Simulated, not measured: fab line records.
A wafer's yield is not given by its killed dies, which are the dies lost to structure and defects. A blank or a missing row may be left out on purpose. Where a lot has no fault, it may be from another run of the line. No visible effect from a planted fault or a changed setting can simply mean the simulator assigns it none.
Which tool did it? + flow gf180mcu + 13 lots, 39 wafers sampled, at 6 steps of a route of 602

WHAT THE GAUGES READ, wafer by wafer
GF_NWELL_TW_MEAS_11.
| lot  | measured    | on           | NWELL_TW       |
|------|-------------|--------------|----------------|
| L391 | day 4 09:10 | filmMetro-04 | 1579 1574 1581 |
| L392 | day 4 09:31 | filmMetro-03 | 1586 1566 1574 |
| L393 | day 4 12:03 | filmMetro-03 | 1573 1561 1567 |
| L398 | day 5 16:38 | filmMetro-01 | 1557 1569 1561 |
| L399 | day 5 17:51 | filmMetro-04 | 1572 1576 1572 |
| L400 | day 6 01:33 | filmMetro-03 | 1582 1580 1588 |
| L403 | day 6 17:18 | filmMetro-04 | 1566 1580 1571 |
| L404 | day 6 22:26 | filmMetro-04 | 1573 1577 1572 |
| L405 | day 7 05:45 | filmMetro-04 | 1575 1577 1569 |
| L406 | day 7 11:39 | filmMetro-01 | 1561 1560 1564 |
| L408 | day 7 20:05 | filmMetro-01 | 1552 1552 1566 |
| L409 | day 8 06:46 | filmMetro-04 | 1566 1567 1564 |
| L410 | day 8 10:04 | filmMetro-03 | 1585 1578 1581 |

GF_VT_IMPLANT_TW_MEAS_21.
| lot  | measured     | on           | VT_IMPLANT_2_TW |
|------|--------------|--------------|-----------------|
| L391 | day 7 11:02  | filmMetro-04 | 1212 1209 1212  |
| L392 | day 7 11:20  | filmMetro-02 | 1212 1218 1224  |
| L393 | day 7 15:27  | filmMetro-02 | 1220 1218 1226  |
| L398 | day 9 01:34  | filmMetro-02 | 1215 1213 1219  |
| L399 | day 9 02:29  | filmMetro-01 | 1208 1200 1208  |
| L400 | day 9 11:12  | filmMetro-02 | 1212 1215 1219  |
| L403 | day 10 04:50 | filmMetro-04 | 1207 1212 1211  |
| L404 | day 10 11:43 | filmMetro-04 | 1212 1208 1204  |
| L405 | day 10 18:09 | filmMetro-02 | 1214 1214 1215  |
| L406 | day 11 02:50 | filmMetro-04 | 1216 1213 1215  |
| L408 | day 11 11:03 | filmMetro-02 | 1217 1213 1215  |
| L409 | day 11 22:55 | filmMetro-01 | 1214 1210 1209  |
| L410 | day 12 04:37 | filmMetro-02 | 1199 1213 1215  |

GF_VT_IMPLANT_OVL_MEAS_29.
| lot  | measured     | on         | VT_IMPLANT_02_OVL (nm) |
|------|--------------|------------|------------------------|
| L391 | day 8 02:46  | overlay-02 | 1.5 1.8 0.8            |
| L392 | day 8 03:07  | overlay-02 | 2.8 1.7 0.4            |
| L393 | day 8 07:50  | overlay-02 | 1.5 0.3 -0.2           |
| L398 | day 9 18:30  | overlay-01 | - - -                  |
| L399 | day 9 19:28  | overlay-01 | - - -                  |
| L400 | day 10 04:16 | overlay-01 | - - -                  |
| L403 | day 10 22:34 | overlay-01 | -0.1 1.6 -0.7          |
| L404 | day 11 06:13 | overlay-02 | 2.5 1.3 2.2            |
| L405 | day 11 12:48 | overlay-02 | 1.6 1.9 0.6            |
| L406 | day 11 20:55 | overlay-02 | 3.7 1.3 4.4            |
| L408 | day 12 05:31 | overlay-02 | 1.1 0.2 1.0            |
| L409 | day 12 18:04 | overlay-02 | -0.5 -0.2 -1.6         |
| L410 | day 12 23:49 | overlay-02 | -0.2 -0.3 0.3          |

GF_VT_IMPLANT_TW_MEAS_43.
| lot  | measured     | on           | VT_IMPLANT_4_TW |
|------|--------------|--------------|-----------------|
| L391 | day 8 19:58  | filmMetro-04 | 687 688 691     |
| L392 | day 8 20:16  | filmMetro-04 | 687 692 689     |
| L393 | day 9 01:16  | filmMetro-01 | 685 681 683     |
| L398 | day 10 12:06 | filmMetro-04 | 697 700 698     |
| L399 | day 10 13:57 | filmMetro-04 | 693 698 694     |
| L400 | day 10 22:32 | filmMetro-02 | 701 700 702     |
| L403 | day 11 17:44 | filmMetro-01 | 683 686 688     |
| L404 | day 12 01:52 | filmMetro-02 | 691 687 686     |
| L405 | day 12 08:06 | filmMetro-01 | 684 687 686     |
| L406 | day 12 16:21 | filmMetro-01 | 688 687 688     |
| L408 | day 13 01:47 | filmMetro-04 | 692 692 692     |
| L409 | day 13 13:52 | filmMetro-02 | 690 693 690     |
| L410 | day 13 19:55 | filmMetro-04 | 691 690 692     |

WHAT TOOL EACH LOT RAN ON (gives the tool, then ch and the chambers of the sampled wafers, and finally the start)
| lot  | GF_MVSD_STRIP_10                   | GF_VT_IMPLANT_COAT_24            |
|------|------------------------------------|----------------------------------|
| L391 | plasmaAsher-02 ch 0,1, day 5 13:51 | lithoTrack-02 ch 0, day 7 18:41  |
| L392 | plasmaAsher-02 ch 0,1, day 5 14:12 | lithoTrack-01 ch 0, day 7 19:01  |
| L393 | plasmaAsher-01 ch 0,1, day 5 16:47 | lithoTrack-01 ch 0, day 7 23:39  |
| L398 | plasmaAsher-04 ch 0,1, day 6 23:23 | lithoTrack-02, day 9 09:34       |
| L399 | plasmaAsher-04 ch 0,1, day 7 00:35 | lithoTrack-01, day 9 11:06       |
| L400 | plasmaAsher-01 ch 0,1, day 7 08:44 | lithoTrack-02, day 9 19:16       |
| L403 | plasmaAsher-02 ch 0,1, day 8 01:56 | lithoTrack-02 ch 0, day 10 13:40 |
| L404 | plasmaAsher-01 ch 0,1, day 8 07:26 | lithoTrack-02 ch 0, day 10 20:23 |
| L405 | plasmaAsher-01 ch 0,1, day 8 14:20 | lithoTrack-02 ch 0, day 11 03:22 |
| L406 | plasmaAsher-01 ch 0,1, day 8 20:32 | lithoTrack-02 ch 0, day 11 11:43 |
| L408 | plasmaAsher-04 ch 0,1, day 9 04:23 | lithoTrack-02 ch 0, day 11 19:58 |
| L409 | plasmaAsher-02 ch 0,1, day 9 16:23 | lithoTrack-01 ch 0, day 12 08:18 |
| L410 | plasmaAsher-04 ch 0,1, day 9 20:54 | lithoTrack-04 ch 0, day 12 13:59 |
- GF_MVSD_STRIP_10: strips in O2/N2.
- GF_VT_IMPLANT_COAT_24: resist thk 1000 nm.

AS READ BY THE TOOLS THEMSELVES (means over the sampled wafers that have a number; for cases with no such wafer, the mark the record gives instead)
GF_MVSD_STRIP_10.
| lot  | tool           | drypumpMotorCurrentA (A) | heaterPowerW (W) | oesProductAu (a.u.) | platenTempC (C) | stripTimeToEndpointS (s) |
|------|----------------|--------------------------|------------------|---------------------|-----------------|--------------------------|
| L391 | plasmaAsher-02 | 5.2                      | 362              | 0.721               | 250.08          | 37.11                    |
| L392 | plasmaAsher-02 | 5.2                      | 360              | 0.722               | 250.01          | 36.91                    |
| L393 | plasmaAsher-01 | 5.3                      | 340              | 0.726               | 249.77          | 36.83                    |
| L398 | plasmaAsher-04 | 5.8                      | 368              | 0.722               | 250.03          | 36.98                    |
| L399 | plasmaAsher-04 | 5.4                      | 367              | 0.727               | 250.06          | 37.10                    |
| L400 | plasmaAsher-01 | 5.3                      | 338              | 0.719               | 250.12          | 36.95                    |
| L403 | plasmaAsher-02 | 5.7                      | 342              | 0.721               | 249.97          | 36.90                    |
| L404 | plasmaAsher-01 | 5.3                      | 329              | 0.725               | 250.09          | 36.98                    |
| L405 | plasmaAsher-01 | 5.3                      | 332              | 0.726               | 249.89          | 37.06                    |
| L406 | plasmaAsher-01 | 5.3                      | 340              | 0.723               | 250.23          | 36.93                    |
| L408 | plasmaAsher-04 | 5.4                      | 364              | 0.718               | 249.98          | 36.83                    |
| L409 | plasmaAsher-02 | 5.7                      | 346              | 0.722               | 249.89          | 37.03                    |
| L410 | plasmaAsher-04 | 5.4                      | 367              | 0.722               | 249.93          | 36.96                    |

GF_VT_IMPLANT_COAT_24.
| lot  | tool          | chillPlateTempC (C) | dispensePressureKPa (kPa) |
|------|---------------|---------------------|---------------------------|
| L391 | lithoTrack-02 | 22.94               | 55                        |
| L392 | lithoTrack-01 | 23.11               | 51                        |
| L393 | lithoTrack-01 | 22.91               | 51                        |
| L398 | lithoTrack-02 | -                   | -                         |
| L399 | lithoTrack-01 | -                   | -                         |
| L400 | lithoTrack-02 | -                   | -                         |
| L403 | lithoTrack-02 | 23.05               | 55                        |
| L404 | lithoTrack-02 | 22.97               | 55                        |
| L405 | lithoTrack-02 | 23.00               | 55                        |
| L406 | lithoTrack-02 | 23.08               | 55                        |
| L408 | lithoTrack-02 | 23.02               | 55                        |
| L409 | lithoTrack-01 | 22.94               | 51                        |
| L410 | lithoTrack-04 | 23.04               | 46                        |

THE ANSWER, worked out from the rows above alone
Rule: the lots themselves supply what counts as usual. The widest of any qualifying gaps counts: lots, ordered by their means at a reading, are off when they make up no more than a third of the lots, leave a main group of 4 or more, and stand apart from it by 3 or more times the standard deviation of that group's means. A main group is skipped when, at the precision printed for the reading in the tables above, its means are all equal. Also off: a lot with no number at a reading for which 4 or more lots have one. Where the step has rows for the other lots, those lots are counted as sound. Order of review: gauges by route order, followed by the tools' own readings, for which a lot's mean as printed above is used. The first step at which some lot is off is used, and at that step the reading that is off furthest; a lot without a number counts as furthest.
Off: L398, L399, L400, seen at GF_VT_IMPLANT_OVL_MEAS_29 (VT_IMPLANT_02_OVL). Without a number there: L398, L399, L400. The main group has a mean of 1.0 nm with a standard deviation of 1.1.
A tool fits if, at a process step before that reading, it ran every lot that is off, and no sound lot after the first of them. Not tried: the gauges at GF_VT_IMPLANT_OVL_MEAS_29; whatever is off there is also off at GF_VT_IMPLANT_COAT_24, on other tools, and gauge error can't account for it. Not one of the candidates tried fits.

WHAT THE SIMULATOR HAD INSERTED
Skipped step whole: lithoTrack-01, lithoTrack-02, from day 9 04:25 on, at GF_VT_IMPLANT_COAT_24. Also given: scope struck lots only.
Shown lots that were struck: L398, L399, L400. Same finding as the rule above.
